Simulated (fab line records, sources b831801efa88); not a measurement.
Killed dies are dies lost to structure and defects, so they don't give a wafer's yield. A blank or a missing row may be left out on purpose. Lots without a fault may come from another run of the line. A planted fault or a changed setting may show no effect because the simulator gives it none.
fab line records | flow sky130
record lots=5 wafers=15 last_day=49
route steps=708 shown LDD_N@249 LDD_P@255 LDD_HVN@267 LDD_HVP@278
lots that met no fault: from a run of the same line without faults
start_h: hours from the record's first day to the start of the lot's first wafer shown | wait_h: hours since the lot's step before | " the same as in the row above | L1.1+2: a row that stands for several wafers | - no value, or no start given | * or withheld: withheld | < > ~ a bound
route shown NAME@n: a module of which the file shows steps, and the number in the route of the first | usual: mean/standard deviation of fault-free wafers | same: alike in all rows | chamber/n: place in a boat | sites: the reading at each site | _std_site: their standard deviation | _edge_site: outer sites' mean less inner sites' | radius_mm: how far each site lies from the wafer's centre | mask NAME#n: copy n | behind: the tool/chamber that last shaped the wafer | hold: why the lot was held/for how many hours/how that ended | device: the transistor (n, p or np) that didn't switch | end of line: the same wafers' tests at the end of the route | a step without rows: its recipe alone | killed: dies lost to structure and defects at the first sort, not the wafer's yield | map: a wafer's dies, x killed, . not, _ none there
set.NAME: the setting as run; set.NAME@STEP: as run at that earlier step | model.NAME: the simulator's own value behind a step, which no gauge read
lots at some steps of the route; a table a step, a row a wafer
services: from which hour (start_h, from the record's first day; less than 0 if before it) a tool's chamber was out of use, for how many hours, and why
## steps
# step SKY_LDD_N_IMPLANT_12
# recipe species=BF2 energy_kev=50 dose_cm2=5e+12 tilt_deg=30 rotation_deg=0
# usual beam_on_s=9.99/0.19
# columns lot.wafer tool chamber start_h wait_h beam_on_s
L085.2 implanter-04 0 499.82 0.1 10.21
L085.3 " 0 " " 9.85
L085.5 " 0 " " 9.75
L084.1 implanter-03 0 500.10 0.1 10.39
L084.3 " 0 " " 10.33
L084.4 " 0 " " 9.86
L089.1 implanter-02 0 535.83 0.1 9.93
L089.4 " 0 " " 10.43
L089.6 " 0 " " 10.09
L092.2 implanter-04 0 562.30 0.1 9.64
L092.4 " 0 " " 10.00
L092.6 " 0 " " 9.77
L093.1 implanter-03 0 566.36 0.1 10.03
L093.3 " 0 " " 10.10
L093.5 " 0 " " 10.41
# step SKY_LDD_N_IMPLANT_13
# recipe species=BF2 energy_kev=50 dose_cm2=5e+12 tilt_deg=30 rotation_deg=90
# usual beam_on_s=10.02/0.17
# columns lot.wafer tool chamber start_h wait_h beam_on_s
L085.2 implanter-04 0 499.97 0.1 10.02
L085.3 " 0 " " 9.97
L085.5 " 0 " " 10.19
L084.1 implanter-03 0 500.25 0.1 10.13
L084.3 " 0 " " 10.03
L084.4 " 0 " " 10.00
L089.1 implanter-02 0 535.98 0.1 10.00
L089.4 " 0 " " 10.20
L089.6 " 0 " " 10.05
L092.2 implanter-04 0 562.45 0.1 9.80
L092.4 " 0 " " 9.60
L092.6 " 0 " " 9.99
L093.1 implanter-03 0 566.51 0.1 9.94
L093.3 " 0 " " 10.01
L093.5 " 0 " " 10.32
# step SKY_LDD_N_IMPLANT_14
# recipe species=BF2 energy_kev=50 dose_cm2=5e+12 tilt_deg=30 rotation_deg=180
# usual beam_on_s=9.97/0.19
# columns lot.wafer tool chamber start_h wait_h beam_on_s
L085.2 implanter-04 0 500.12 0.1 10.16
L085.3 " 0 " " 9.81
L085.5 " 0 " " 10.25
L084.1 implanter-03 0 500.40 0.1 9.78
L084.3 " 0 " " 10.14
L084.4 " 0 " " 9.99
L089.1 implanter-02 0 536.13 0.1 9.74
L089.4 " 0 " " 9.83
L089.6 " 0 " " 9.59
L092.2 implanter-04 0 562.60 0.1 9.42
L092.4 " 0 " " 10.20
L092.6 " 0 " " 9.99
L093.1 implanter-03 0 566.66 0.1 9.92
L093.3 " 0 " " 10.05
L093.5 " 0 " " 9.77
# step SKY_LDD_N_IMPLANT_15
# recipe species=BF2 energy_kev=50 dose_cm2=5e+12 tilt_deg=30 rotation_deg=270
# usual beam_on_s=9.98/0.19
# columns lot.wafer tool chamber start_h wait_h beam_on_s
L085.2 implanter-04 0 500.27 0.1 9.63
L085.3 " 0 " " 10.02
L085.5 " 0 " " 10.17
L084.1 implanter-03 0 500.55 0.1 9.69
L084.3 " 0 " " 9.74
L084.4 " 0 " " 10.12
L089.1 implanter-02 0 536.28 0.1 10.26
L089.4 " 0 " " 9.91
L089.6 " 0 " " 10.07
L092.2 implanter-04 0 562.75 0.1 9.94
L092.4 " 0 " " 10.13
L092.6 " 0 " " 10.00
L093.1 implanter-03 0 566.81 0.1 9.82
L093.3 " 0 " " 9.76
L093.5 " 0 " " 9.85
# step SKY_LDD_N_STRIP_16
# recipe chemistry=O2/N2 power_w=1400 pressure_mtorr=1500 platen_temp_c=withheld o2_flow_sccm=3000 n2_flow_sccm=300 overash_fraction=0.5
# usual drypump_motor_current_A=5.8/0.42 oes_product_au=0.407/0.0046 strip_time_to_endpoint_s=4.310/0.014
# columns lot.wafer tool chamber start_h wait_h drypump_motor_current_A oes_product_au rf_hours_counter_h strip_time_to_endpoint_s
L085.2 plasma_asher-04 1 500.40 0.1 5.5 0.409 37 4.305
L085.3 " 0 " " 5.8 0.404 - 4.300
L085.5 " 1 " " 5.5 0.402 - 4.297
L084.1 plasma_asher-02 1 500.70 0.1 6.1 0.416 84 4.319
L084.3 " 0 " " 5.2 0.397 - 4.300
L084.4 " 1 " " 6.1 0.413 - 4.324
L089.1 plasma_asher-02 0 536.43 0.1 5.2 0.407 88 4.308
L089.4 " 0 " " 5.2 0.402 - 4.307
L089.6 " 0 " " 5.2 0.405 - 4.301
L092.2 plasma_asher-01 0 562.88 0.1 6.5 0.403 11 4.317
L092.4 " 0 " " 6.5 0.407 - 4.322
L092.6 " 1 " " 6.0 0.406 - 4.306
L093.1 plasma_asher-01 0 566.96 0.1 6.5 0.406 12 4.296
L093.3 " 1 " " 6.0 0.414 - 4.312
L093.5 " 1 " " 6.0 0.404 - 4.318
# step SKY_LDD_N_TW_MEAS_17
# usual LDD_N_TW=2594/16
# columns lot.wafer tool chamber start_h wait_h LDD_N_TW
L085.2 film_metro-02 - 500.51 0.1 2574
L085.3 " - " " 2576
L085.5 " - " " 2578
L084.1 film_metro-01 - 500.80 0.1 2611
L084.3 " - " " 2632
L084.4 " - " " 2612
L089.1 film_metro-01 - 536.53 0.1 2601
L089.4 " - " " 2603
L089.6 " - " " 2594
L092.2 film_metro-03 - 562.99 0.1 2594
L092.4 " - " " 2587
L092.6 " - " " 2593
L093.1 film_metro-02 - 567.06 0.1 2568
L093.3 " - " " 2575
L093.5 " - " " 2588
# step SKY_LDD_P_DEHYDRATE_00
# recipe temp_c=200 time_s=60
# usual plate_temp_C=200.01/0.16
# columns lot.wafer tool chamber start_h wait_h plate_temp_C
L085.2 litho_track-03 0 514.37 13.9 199.97
L085.3 " 0 " " 199.95
L085.5 " 0 " " 200.07
L084.1 litho_track-02 0 515.12 14.3 200.03
L084.3 " 0 " " 200.02
L084.4 " 0 " " 199.95
L089.1 litho_track-02 0 550.12 13.6 200.16
L089.4 " 0 " " 199.94
L089.6 " 0 " " 199.96
L092.2 litho_track-01 0 577.49 14.5 200.19
L092.4 " 0 " " 199.93
L092.6 " 0 " " 200.13
L093.1 litho_track-03 0 581.74 14.7 199.91
L093.3 " 0 " " 199.92
L093.5 " 0 " " 199.89
# step SKY_LDD_P_HMDS_01
# recipe prime_time_s=60 prime_temp_c=120
# columns lot.wafer tool chamber start_h wait_h
L085.2+3+5 litho_track-03 0 514.52 0.1
L084.1+3+4 litho_track-02 0 515.27 0.1
L089.1+4+6 litho_track-02 0 550.27 0.1
L092.2+4+6 litho_track-01 0 577.64 0.1
L093.1+3+5 litho_track-03 0 581.89 0.1
# step SKY_LDD_P_COAT_02
# recipe resist=NOVOLAK spin_rpm=3000 resist_thk_nm=1153
# columns lot.wafer tool chamber start_h wait_h
L085.2+3+5 litho_track-03 0 514.67 0.1
L084.1+3+4 litho_track-02 0 515.42 0.1
L089.1+4+6 litho_track-02 0 550.42 0.1
L092.2+4+6 litho_track-01 0 577.79 0.1
L093.1+3+5 litho_track-03 0 582.04 0.1
# step SKY_LDD_P_SOFTBAKE_03
# recipe temp_c=90 time_s=60 resist=NOVOLAK
# usual plate_temp_C=89.99/0.12
# columns lot.wafer tool chamber start_h wait_h plate_temp_C
L085.2 litho_track-03 0 514.82 0.1 90.18
L085.3 " 0 " " 90.09
L085.5 " 0 " " 89.81
L084.1 litho_track-02 0 515.57 0.1 89.99
L084.3 " 0 " " 89.98
L084.4 " 0 " " 89.95
L089.1 litho_track-02 0 550.57 0.1 89.94
L089.4 " 0 " " 90.09
L089.6 " 0 " " 89.99
L092.2 litho_track-01 0 577.94 0.1 90.04
L092.4 " 0 " " 90.17
L092.6 " 0 " " 90.26
L093.1 litho_track-03 0 582.19 0.1 89.80
L093.3 " 0 " " 89.98
L093.5 " 0 " " 89.99
# step SKY_LDD_P_EXPOSE_04
# recipe mask_id=PSDM na=0.6 source_shape=conventional sigma_outer=0.6 polarization=unpolarized target_cd_nm=380 dose_mj=138
# usual exposure_dose_mJ_cm2=138.36/0.18
# columns lot.wafer tool chamber start_h wait_h mask exposure_dose_mJ_cm2
L085.2 iline_stepper-02 0 - - PSDM#0 138.52
L085.3 " 0 " " PSDM#0 138.48
L085.5 " 0 " " PSDM#0 138.75
L084.1 iline_stepper-01 0 - - PSDM#0 138.06
L084.3 " 0 " " PSDM#0 137.99
L084.4 " 0 " " PSDM#0 138.12
L089.1 iline_stepper-01 0 - - PSDM#0 138.34
L089.4 " 0 " " PSDM#0 138.13
L089.6 " 0 " " PSDM#0 138.09
L092.2 iline_stepper-01 0 - - PSDM#0 138.16
L092.4 " 0 " " PSDM#0 138.19
L092.6 " 0 " " PSDM#0 138.50
L093.1 iline_stepper-02 0 - - PSDM#0 138.65
L093.3 " 0 " " PSDM#0 138.55
L093.5 " 0 " " PSDM#0 138.57
# step SKY_LDD_P_PEB_05
# recipe temp_c=withheld time_s=* resist=NOVOLAK
# columns lot.wafer tool chamber start_h wait_h
L085.2+3+5 litho_track-03 0 - -
L084.1+3+4 litho_track-01 0 - -
L089.1+4+6 litho_track-03 0 - -
L092.2+4+6 litho_track-01 0 - -
L093.1+3+5 litho_track-01 0 - -
# step SKY_LDD_P_DEVELOP_06
# recipe resist=NOVOLAK developer=TMAH develop_time_s=60 dev_temp_c=23
# usual developer_temp_C=22.99/0.11
# columns lot.wafer tool chamber start_h wait_h developer_temp_C
L085.2 litho_track-03 0 530.02 0.1 22.98
L085.3 " 0 " " 22.89
L085.5 " 0 " " 22.84
L084.1 litho_track-01 0 530.97 0.1 22.88
L084.3 " 0 " " 23.05
L084.4 " 0 " " 22.99
L089.1 litho_track-03 0 564.44 0.1 23.07
L089.4 " 0 " " 22.99
L089.6 " 0 " " 22.99
L092.2 litho_track-01 0 592.04 0.1 23.12
L092.4 " 0 " " 23.09
L092.6 " 0 " " 23.12
L093.1 litho_track-01 0 596.92 0.1 23.11
L093.3 " 0 " " 23.19
L093.5 " 0 " " 23.11
# step SKY_LDD_P_CD_MEAS_07
# recipe target_cd_nm=380
# usual cd_nm=380.5/2.4
# columns lot.wafer tool chamber start_h wait_h cd_nm
L085.2 cd_sem-02 - 530.16 0.1 380.9
L085.3 " - " " 380.6
L085.5 " - " " 381.5
L084.1 cd_sem-02 - 531.12 0.1 377.1
L084.3 " - " " 379.1
L084.4 " - " " 378.5
L089.1 cd_sem-02 - 564.59 0.1 381.6
L089.4 " - " " 380.1
L089.6 " - " " 379.7
L092.2 cd_sem-02 - 592.19 0.1 378.1
L092.4 " - " " 379.9
L092.6 " - " " 376.9
L093.1 cd_sem-01 - 597.07 0.1 379.0
L093.3 " - " " 376.7
L093.5 " - " " 378.5
# step SKY_LDD_P_OVL_MEAS_08
# usual LDD_P_OVL=0.6/1.5
# columns lot.wafer tool chamber start_h wait_h LDD_P_OVL[nm]
L085.2 overlay-01 - 530.27 0.1 2.7
L085.3 " - " " 2.7
L085.5 " - " " 2.1
L084.1 overlay-02 - 531.24 0.1 0.2
L084.3 " - " " 0.4
L084.4 " - " " 2.0
L089.1 overlay-02 - 564.71 0.1 -0.4
L089.4 " - " " 0.5
L089.6 " - " " -1.0
L092.2 overlay-01 - 592.29 0.1 -2.9
L092.4 " - " " -2.1
L092.6 " - " " -0.9
L093.1 overlay-01 - 597.19 0.1 1.0
L093.3 " - " " 1.0
L093.5 " - " " 0.9
# step SKY_LDD_P_IMPLANT_09
# recipe species=BF2 energy_kev=25 dose_cm2=1e+13 tilt_deg=withheld
# usual beam_on_s=10.04/0.22
# columns lot.wafer tool chamber start_h wait_h beam_on_s
L085.2 implanter-01 0 530.32 0.0 9.96
L085.3 " 0 " " 9.90
L085.5 " 0 " " 10.03
L084.1 implanter-03 0 531.27 0.0 10.08
L084.3 " 0 " " 10.11
L084.4 " 0 " " 10.64
L089.1 implanter-01 0 564.75 0.0 10.09
L089.4 " 0 " " 10.10
L089.6 " 0 " " 10.39
L092.2 implanter-04 0 592.35 0.0 10.07
L092.4 " 0 " " 9.90
L092.6 " 0 " " 9.88
L093.1 implanter-01 0 597.22 0.0 10.08
L093.3 " 0 " " 10.03
L093.5 " 0 " " 9.81
# step SKY_LDD_P_STRIP_10
# recipe chemistry=O2/N2 power_w=1400 pressure_mtorr=1500 platen_temp_c=withheld o2_flow_sccm=3000 n2_flow_sccm=300 overash_fraction=0.5
# usual drypump_motor_current_A=5.80/0.28 oes_product_au=0.715/0.0042 strip_time_to_endpoint_s=14.31/0.033
# columns lot.wafer tool chamber start_h wait_h drypump_motor_current_A oes_product_au rf_hours_counter_h strip_time_to_endpoint_s
L085.2 plasma_asher-03 0 530.45 0.1 5.67 0.715 65 14.29
L085.3 " 0 " " 5.66 0.723 - 14.29
L085.5 " 1 " " 5.68 0.723 - 14.27
L084.1 plasma_asher-04 0 531.42 0.1 5.81 0.717 41 14.29
L084.3 " 0 " " 5.85 0.716 - 14.24
L084.4 " 1 " " 5.55 0.722 - 14.27
L089.1 plasma_asher-03 0 564.90 0.1 5.66 0.718 70 14.35
L089.4 " 1 " " 5.70 0.713 - 14.34
L089.6 " 0 " " 5.68 0.712 - 14.31
L092.2 plasma_asher-01 1 592.47 0.1 6.00 0.713 14 14.27
L092.4 " 1 " " 6.01 0.717 - 14.31
L092.6 " 1 " " 6.02 0.715 - 14.28
L093.1 plasma_asher-04 1 597.37 0.1 5.55 0.711 48 14.34
L093.3 " 0 " " 5.85 0.711 - 14.32
L093.5 " 0 " " 5.83 0.716 - 14.36
# step SKY_LDD_P_TW_MEAS_11
# usual LDD_P_TW=643/5.5
# columns lot.wafer tool chamber start_h wait_h LDD_P_TW
L085.2 film_metro-04 - 530.56 0.1 644
L085.3 " - " " 648
L085.5 " - " " 650
L084.1 film_metro-04 - 531.52 0.1 647
L084.3 " - " " 647
L084.4 " - " " 651
L089.1 film_metro-04 - 565.00 0.1 650
L089.4 " - " " 643
L089.6 " - " " 643
L092.2 film_metro-01 - 592.58 0.1 638
L092.4 " - " " 645
L092.6 " - " " 643
L093.1 film_metro-02 - 597.47 0.1 637
L093.3 " - " " 629
L093.5 " - " " 634
# step SKY_LDD_HVN_DEHYDRATE_00
# recipe temp_c=200 time_s=60
# usual plate_temp_C=200.04/0.16
# columns lot.wafer tool chamber start_h wait_h plate_temp_C
L085.2 litho_track-04 0 544.98 14.4 199.83
L085.3 " 0 " " 199.71
L085.5 " 0 " " 199.92
L084.1 litho_track-01 0 545.72 14.2 200.35
L084.3 " 0 " " 200.06
L084.4 " 0 " " 200.09
L089.1 litho_track-03 0 580.04 15.0 200.20
L089.4 " 0 " " 199.93
L089.6 " 0 " " 200.06
L092.2 litho_track-01 0 607.19 14.6 199.72
L092.4 " 0 " " 199.96
L092.6 " 0 " " 199.90
L093.1 litho_track-01 0 611.82 14.3 200.23
L093.3 " 0 " " 199.98
L093.5 " 0 " " 200.09
# step SKY_LDD_HVN_HMDS_01
# recipe prime_time_s=60 prime_temp_c=120
# columns lot.wafer tool chamber start_h wait_h
L085.2+3+5 litho_track-04 0 545.13 0.1
L084.1+3+4 litho_track-01 0 545.87 0.1
L089.1+4+6 litho_track-03 0 580.19 0.1
L092.2+4+6 litho_track-01 0 607.34 0.1
L093.1+3+5 litho_track-01 0 611.97 0.1
# step SKY_LDD_HVN_COAT_02
# recipe resist=NOVOLAK spin_rpm=3000 resist_thk_nm=300
# columns lot.wafer tool chamber start_h wait_h
L085.2+3+5 litho_track-04 0 545.28 0.1
L084.1+3+4 litho_track-01 0 546.02 0.1
L089.1+4+6 litho_track-03 0 580.34 0.1
L092.2+4+6 litho_track-01 0 607.49 0.1
L093.1+3+5 litho_track-01 0 612.12 0.1
# step SKY_LDD_HVN_SOFTBAKE_03
# recipe temp_c=90 time_s=60 resist=NOVOLAK
# usual plate_temp_C=89.98/0.12
# columns lot.wafer tool chamber start_h wait_h plate_temp_C
L085.2 litho_track-04 0 545.43 0.1 89.88
L085.3 " 0 " " 90.07
L085.5 " 0 " " 89.97
L084.1 litho_track-01 0 546.17 0.1 90.05
L084.3 " 0 " " 89.91
L084.4 " 0 " " 90.00
L089.1 litho_track-03 0 580.49 0.1 90.11
L089.4 " 0 " " 90.11
L089.6 " 0 " " 90.24
L092.2 litho_track-01 0 607.64 0.1 89.95
L092.4 " 0 " " 89.81
L092.6 " 0 " " 90.02
L093.1 litho_track-01 0 612.27 0.1 89.91
L093.3 " 0 " " 89.92
L093.5 " 0 " " 89.96
# step SKY_LDD_HVN_EXPOSE_04
# recipe mask_id=HVNTM na=0.6 source_shape=conventional sigma_outer=0.6 polarization=unpolarized target_cd_nm=700 dose_mj=127
# usual exposure_dose_mJ_cm2=127.00/0.12
# columns lot.wafer tool chamber start_h wait_h mask exposure_dose_mJ_cm2
L085.2 iline_stepper-02 0 - - HVNTM#0 126.84
L085.3 " 0 " " HVNTM#0 127.20
L085.5 " 0 " " HVNTM#0 127.33
L084.1 iline_stepper-02 0 - - HVNTM#0 127.18
L084.3 " 0 " " HVNTM#0 127.10
L084.4 " 0 " " HVNTM#0 127.12
L089.1 iline_stepper-02 0 - - HVNTM#0 126.91
L089.4 " 0 " " HVNTM#0 126.88
L089.6 " 0 " " HVNTM#0 127.05
L092.2 iline_stepper-02 0 - - HVNTM#0 127.04
L092.4 " 0 " " HVNTM#0 127.01
L092.6 " 0 " " HVNTM#0 126.71
L093.1 iline_stepper-01 0 - - HVNTM#0 127.15
L093.3 " 0 " " HVNTM#0 126.98
L093.5 " 0 " " HVNTM#0 127.05
# step SKY_LDD_HVN_PEB_05
# recipe temp_c=withheld time_s=* resist=NOVOLAK
# columns lot.wafer tool chamber start_h wait_h
L085.2+3+5 litho_track-03 0 - -
L084.1+3+4 litho_track-04 0 - -
L089.1+4+6 litho_track-04 0 - -
L092.2+4+6 litho_track-04 0 - -
L093.1+3+5 litho_track-01 0 - -
# step SKY_LDD_HVN_DEVELOP_06
# recipe resist=NOVOLAK developer=TMAH develop_time_s=60 dev_temp_c=23
# usual developer_temp_C=23.01/0.099
# columns lot.wafer tool chamber start_h wait_h developer_temp_C
L085.2 litho_track-03 0 559.37 0.1 22.84
L085.3 " 0 " " 22.96
L085.5 " 0 " " 22.92
L084.1 litho_track-04 0 559.71 0.1 23.14
L084.3 " 0 " " 22.92
L084.4 " 0 " " 22.96
L089.1 litho_track-04 0 594.86 0.1 22.92
L089.4 " 0 " " 23.03
L089.6 " 0 " " 23.00
L092.2 litho_track-04 0 621.38 0.1 22.94
L092.4 " 0 " " 23.11
L092.6 " 0 " " 23.12
L093.1 litho_track-01 0 625.92 0.1 23.04
L093.3 " 0 " " 22.90
L093.5 " 0 " " 23.02
# step SKY_LDD_HVN_OVL_MEAS_07
# usual LDD_HVN_OVL=-0.6/1.1
# columns lot.wafer tool chamber start_h wait_h LDD_HVN_OVL[nm]
L085.2 overlay-02 - 559.50 0.1 -1.5
L085.3 " - " " 0.7
L085.5 " - " " -0.1
L084.1 overlay-02 - 559.86 0.1 -0.5
L084.3 " - " " -1.5
L084.4 " - " " -0.4
L089.1 overlay-02 - 595.01 0.1 -0.8
L089.4 " - " " -0.8
L089.6 " - " " -0.9
L092.2 overlay-01 - 621.52 0.1 1.8
L092.4 " - " " -0.3
L092.6 " - " " -1.7
L093.1 overlay-02 - 626.07 0.1 -0.5
L093.3 " - " " -0.8
L093.5 " - " " -0.2
# step SKY_LDD_HVN_IMPLANT_08
# recipe species=P energy_kev=60 dose_cm2=3e+13 tilt_deg=40
# usual beam_on_s=10.00/0.2
# columns lot.wafer tool chamber start_h wait_h beam_on_s
L085.2 implanter-04 0 559.55 0.0 10.14
L085.3 " 0 " " 10.01
L085.5 " 0 " " 10.02
L084.1 implanter-02 0 559.90 0.0 10.33
L084.3 " 0 " " 10.03
L084.4 " 0 " " 10.12
L089.1 implanter-04 0 595.05 0.0 9.86
L089.4 " 0 " " 10.07
L089.6 " 0 " " 9.87
L092.2 implanter-04 0 621.57 0.0 10.30
L092.4 " 0 " " 10.00
L092.6 " 0 " " 9.86
L093.1 implanter-04 0 626.10 0.0 9.94
L093.3 " 0 " " 10.28
L093.5 " 0 " " 9.85
# step SKY_LDD_HVN_STRIP_09
# recipe chemistry=O2/N2 power_w=1400 pressure_mtorr=1500 platen_temp_c=withheld o2_flow_sccm=3000 n2_flow_sccm=300 overash_fraction=0.5
# usual drypump_motor_current_A=5.68/0.26 oes_product_au=0.408/0.0042 strip_time_to_endpoint_s=4.139/0.013
# columns lot.wafer tool chamber start_h wait_h drypump_motor_current_A oes_product_au rf_hours_counter_h strip_time_to_endpoint_s
L085.2 plasma_asher-03 0 559.68 0.1 5.66 0.411 69 4.159
L085.3 " 1 " " 5.65 0.412 - 4.134
L085.5 " 1 " " 5.65 0.408 - 4.146
L084.1 plasma_asher-03 0 560.05 0.1 5.70 0.409 69 4.145
L084.3 " 1 " " 5.67 0.414 - 4.149
L084.4 " 0 " " 5.72 0.410 - 4.156
L089.1 plasma_asher-02 1 595.20 0.1 6.11 0.404 93 4.146
L089.4 " 1 " " 6.10 0.408 - 4.136
L089.6 " 1 " " 6.08 0.414 - 4.149
L092.2 plasma_asher-03 1 621.70 0.1 5.71 0.409 75 4.150
L092.4 " 1 " " 5.72 0.402 - 4.148
L092.6 " 1 " " 5.70 0.405 - 4.130
L093.1 plasma_asher-03 1 626.25 0.1 5.67 0.411 76 4.119
L093.3 " 1 " " 5.67 0.412 - 4.128
L093.5 " 1 " " 5.69 0.401 - 4.139
# step SKY_LDD_HVN_TW_MEAS_10
# usual LDD_HVN_TW=1446/16
# columns lot.wafer tool chamber start_h wait_h LDD_HVN_TW
L085.2 film_metro-04 - 559.79 0.1 1460
L085.3 " - " " 1452
L085.5 " - " " 1451
L084.1 film_metro-03 - 560.15 0.1 1442
L084.3 " - " " 1445
L084.4 " - " " 1440
L089.1 film_metro-02 - 595.30 0.1 1423
L089.4 " - " " 1426
L089.6 " - " " 1425
L092.2 film_metro-03 - 621.81 0.1 1437
L092.4 " - " " 1435
L092.6 " - " " 1439
L093.1 film_metro-04 - 626.35 0.1 1478
L093.3 " - " " 1473
L093.5 " - " " 1472
# step SKY_LDD_HVP_DEHYDRATE_00
# recipe temp_c=200 time_s=60
# usual plate_temp_C=199.99/0.17
# columns lot.wafer tool chamber start_h wait_h plate_temp_C
L085.2 litho_track-01 0 574.24 14.4 200.14
L085.3 " 0 " " 199.79
L085.5 " 0 " " 199.87
L084.1 litho_track-02 0 574.42 14.3 200.00
L084.3 " 0 " " 199.99
L084.4 " 0 " " 200.38
L089.1 litho_track-01 0 610.07 14.8 199.86
L089.4 " 0 " " 199.99
L089.6 " 0 " " 199.59
L092.2 litho_track-02 0 635.55 13.7 199.90
L092.4 " 0 " " 199.72
L092.6 " 0 " " 199.86
L093.1 litho_track-02 0 640.67 14.3 200.16
L093.3 " 0 " " 200.18
L093.5 " 0 " " 200.00
# step SKY_LDD_HVP_HMDS_01
# recipe prime_time_s=60 prime_temp_c=120
# columns lot.wafer tool chamber start_h wait_h
L085.2+3+5 litho_track-01 0 574.39 0.1
L084.1+3+4 litho_track-02 0 574.57 0.1
L089.1+4+6 litho_track-01 0 610.22 0.1
L092.2+4+6 litho_track-02 0 635.70 0.1
L093.1+3+5 litho_track-02 0 640.82 0.1
# step SKY_LDD_HVP_COAT_02
# recipe resist=NOVOLAK spin_rpm=3000 resist_thk_nm=300
# columns lot.wafer tool chamber start_h wait_h
L085.2+3+5 litho_track-01 0 574.54 0.1
L084.1+3+4 litho_track-02 0 574.72 0.1
L089.1+4+6 litho_track-01 0 610.37 0.1
L092.2+4+6 litho_track-02 0 635.85 0.1
L093.1+3+5 litho_track-02 0 640.97 0.1
# step SKY_LDD_HVP_SOFTBAKE_03
# recipe temp_c=90 time_s=60 resist=NOVOLAK
# usual plate_temp_C=89.99/0.13
# columns lot.wafer tool chamber start_h wait_h plate_temp_C
L085.2 litho_track-01 0 574.69 0.1 90.09
L085.3 " 0 " " 90.26
L085.5 " 0 " " 89.98
L084.1 litho_track-02 0 574.87 0.1 89.82
L084.3 " 0 " " 89.78
L084.4 " 0 " " 90.04
L089.1 litho_track-01 0 610.52 0.1 89.96
L089.4 " 0 " " 90.06
L089.6 " 0 " " 90.15
L092.2 litho_track-02 0 636.00 0.1 90.14
L092.4 " 0 " " 89.85
L092.6 " 0 " " 89.91
L093.1 litho_track-02 0 641.12 0.1 90.08
L093.3 " 0 " " 90.02
L093.5 " 0 " " 89.99
# step SKY_LDD_HVP_EXPOSE_04
# recipe mask_id=HVPTM na=0.6 source_shape=conventional sigma_outer=0.6 polarization=unpolarized target_cd_nm=700 dose_mj=86
# usual exposure_dose_mJ_cm2=86.02/0.072
# columns lot.wafer tool chamber start_h wait_h mask exposure_dose_mJ_cm2
L085.2 iline_stepper-02 0 - - HVPTM#0 85.95
L085.3 " 0 " " HVPTM#0 86.11
L085.5 " 0 " " HVPTM#0 85.93
L084.1 iline_stepper-02 0 - - HVPTM#0 86.10
L084.3 " 0 " " HVPTM#0 85.98
L084.4 " 0 " " HVPTM#0 85.93
L089.1 iline_stepper-01 0 - - HVPTM#0 85.94
L089.4 " 0 " " HVPTM#0 85.87
L089.6 " 0 " " HVPTM#0 85.95
L092.2 iline_stepper-01 0 - - HVPTM#0 86.07
L092.4 " 0 " " HVPTM#0 86.02
L092.6 " 0 " " HVPTM#0 86.06
L093.1 iline_stepper-02 0 - - HVPTM#0 85.93
L093.3 " 0 " " HVPTM#0 86.05
L093.5 " 0 " " HVPTM#0 86.07
# step SKY_LDD_HVP_PEB_05
# recipe temp_c=withheld time_s=* resist=NOVOLAK
# columns lot.wafer tool chamber start_h wait_h
L085.2+3+5 litho_track-01 0 - -
L084.1+3+4 litho_track-02 0 - -
L089.1+4+6 litho_track-04 0 - -
L092.2+4+6 litho_track-04 0 - -
L093.1+3+5 litho_track-01 0 - -
# step SKY_LDD_HVP_DEVELOP_06
# recipe resist=NOVOLAK developer=TMAH develop_time_s=60 dev_temp_c=23
# usual developer_temp_C=23.03/0.11
# columns lot.wafer tool chamber start_h wait_h developer_temp_C
L085.2 litho_track-01 0 589.39 0.1 22.94
L085.3 " 0 " " 23.05
L085.5 " 0 " " 22.94
L084.1 litho_track-02 0 589.42 0.1 23.31
L084.3 " 0 " " 23.06
L084.4 " 0 " " 23.03
L089.1 litho_track-04 0 624.41 0.1 23.05
L089.4 " 0 " " 23.10
L089.6 " 0 " " 22.97
L092.2 litho_track-04 0 650.08 0.1 23.21
L092.4 " 0 " " 23.05
L092.6 " 0 " " 23.23
L093.1 litho_track-01 0 654.17 0.1 22.95
L093.3 " 0 " " 22.99
L093.5 " 0 " " 23.12
# step SKY_LDD_HVP_OVL_MEAS_07
# usual LDD_HVP_OVL=0.4/1.4
# columns lot.wafer tool chamber start_h wait_h LDD_HVP_OVL[nm]
L085.2 overlay-02 - 589.52 0.1 0.7
L085.3 " - " " 1.0
L085.5 " - " " 2.0
L084.1 overlay-01 - 589.57 0.1 -1.3
L084.3 " - " " -0.8
L084.4 " - " " 0.4
L089.1 overlay-02 - 624.56 0.1 0.0
L089.4 " - " " -0.6
L089.6 " - " " 0.4
L092.2 overlay-01 - 650.22 0.1 -0.4
L092.4 " - " " 3.2
L092.6 " - " " 0.6
L093.1 overlay-02 - 654.32 0.1 0.5
L093.3 " - " " 0.8
L093.5 " - " " 2.4
# step SKY_LDD_HVP_IMPLANT_08
# recipe species=B energy_kev=20 dose_cm2=1.7e+13 tilt_deg=17.9
# usual beam_on_s=10.02/0.2
# columns lot.wafer tool chamber start_h wait_h beam_on_s
L085.2 implanter-03 0 589.58 0.0 10.35
L085.3 " 0 " " 10.11
L085.5 " 0 " " 10.09
L084.1 implanter-02 0 589.61 0.0 9.94
L084.3 " 0 " " 10.17
L084.4 " 0 " " 10.21
L089.1 implanter-01 0 624.60 0.0 10.18
L089.4 " 0 " " 10.31
L089.6 " 0 " " 9.87
L092.2 implanter-01 0 650.27 0.0 9.75
L092.4 " 0 " " 10.17
L092.6 " 0 " " 9.86
L093.1 implanter-02 0 654.35 0.0 10.05
L093.3 " 0 " " 10.04
L093.5 " 0 " " 10.08
## services
# columns tool chamber start_h hours kind
implanter-02 - 476.26 3.4 pm
implanter-04 - 495.32 1.8 repair
iline_stepper-02 0 504.92 - calibration
iline_stepper-01 - 506.66 1.7 pm
plasma_asher-01 - 519.50 24.5 repair
implanter-02 - 524.38 2.0 repair
implanter-03 - 533.28 3.9 pm
implanter-04 - 542.21 4.0 pm
plasma_asher-01 - 543.53 1.4 repair
plasma_asher-02 - 559.36 14.6 pm
implanter-03 - 562.64 1.5 repair
litho_track-03 - 576.90 - consumable_replace:filter
implanter-04 - 588.87 3.3 pm
iline_stepper-01 - 640.29 6.8 repair
iline_stepper-01 - 645.87 3.5 repair
implanter-04 - 649.76 1.8 repair
## key
fault none
